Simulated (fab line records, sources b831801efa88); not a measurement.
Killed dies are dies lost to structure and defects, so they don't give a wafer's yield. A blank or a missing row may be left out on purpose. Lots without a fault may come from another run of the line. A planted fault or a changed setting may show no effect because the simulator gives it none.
One fault seen from 2 desks | flow sky130 | each desk has only its own numbers; what lay behind them comes last

THE TOOL OWNER'S DESK: litho_track-01
The tool's own readings at SKY_VT_ADJUST_PCH_DEVELOP_06 (develop time 60 s): means of the sampled wafers that have a number, for each lot that ran on this tool. A lot is out of limits, marked OUT, if its mean lies more than 4 standard deviations from the usual mean; the brackets give that distance.
Columns: A = chill_plate_temp_C at SKY_VT_ADJUST_PCH_DEVELOP_06, usual 22.99 C; B = developer_temp_C at SKY_VT_ADJUST_PCH_DEVELOP_06, usual 22.98 C
lot  | first seen here | A     | B
L347 | day 11 00:00    | 22.95 | 22.87
L349 | day 11 15:00    | 23.00 | 23.03
L354 | day 13 04:00    | 22.87 | 22.98
L356 | day 13 23:00    | 23.02 | 23.04
L357 | day 14 03:00    | 23.08 | 22.03 (-8.6) OUT
L358 | day 14 16:00    | 23.07 | 22.10 (-8.0) OUT
L366 | day 17 14:00    | 22.86 | 22.93
L368 | day 18 03:00    | 22.85 | 23.04
This desk's finding: out of limits on L357, L358; first on L357, day 14 03:00 (developer_temp_C at SKY_VT_ADJUST_PCH_DEVELOP_06). In limits: L347, L349, L354, L356, L366, L368.

THE METROLOGY DESK
What the gauges read, lot by lot, whatever tool the lot ran on: means of the sampled wafers that have a number. A lot is out of limits, marked OUT, if its mean lies more than 4 standard deviations from the usual mean; the brackets give that distance.
Columns: A = NWELL_RS at SKY_NWELL_RS_MEAS_29, usual 625.2 ohm/sq; B = POLY_CUT_OVL at SKY_POLY_CUT_OVL_MEAS_09, usual 1 nm
lot  | first seen here | A     | B
L345 | day 5 06:46     | 624.8 | -4
L347 | day 5 20:09     | 625.4 | 1
L348 | day 6 03:13     | 626.8 | -4
L349 | day 6 08:03     | 627.7 | -5
L351 | day 6 21:16     | 625.9 | -1
L354 | day 7 13:10     | 622.0 | -4
L356 | day 8 00:59     | 624.7 | 3
L357 | day 8 04:58     | 624.3 | 6
L358 | day 8 15:58     | 624.9 | -4
L360 | day 9 05:26     | 626.7 | -2
L366 | day 10 23:11    | 627.9 | 4
L367 | day 11 07:34    | 625.1 | -1
L368 | day 11 08:20    | 622.7 | 9
This desk's finding: nothing out of limits on any of the 13 lots.

PUT TOGETHER
The tool owner's desk could have raised an alarm at day 14 03:00, on L357, L358.
The metrology desk saw nothing out of limits.
The metrology desk has L357, L358 on record, within its limits.
Of the lots named, all ran SKY_VT_ADJUST_PCH_DEVELOP_06 on litho_track-01.

WHAT THE SIMULATOR HAD PUT IN
Process parameter drift: litho_track-01, from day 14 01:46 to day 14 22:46, at SKY_VT_ADJUST_PCH_DEVELOP_06. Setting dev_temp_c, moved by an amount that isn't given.
Lots struck among those shown: L357, L358.
Hours from the fault's start to each desk's first reading out of limits: the tool owner's desk, 1.
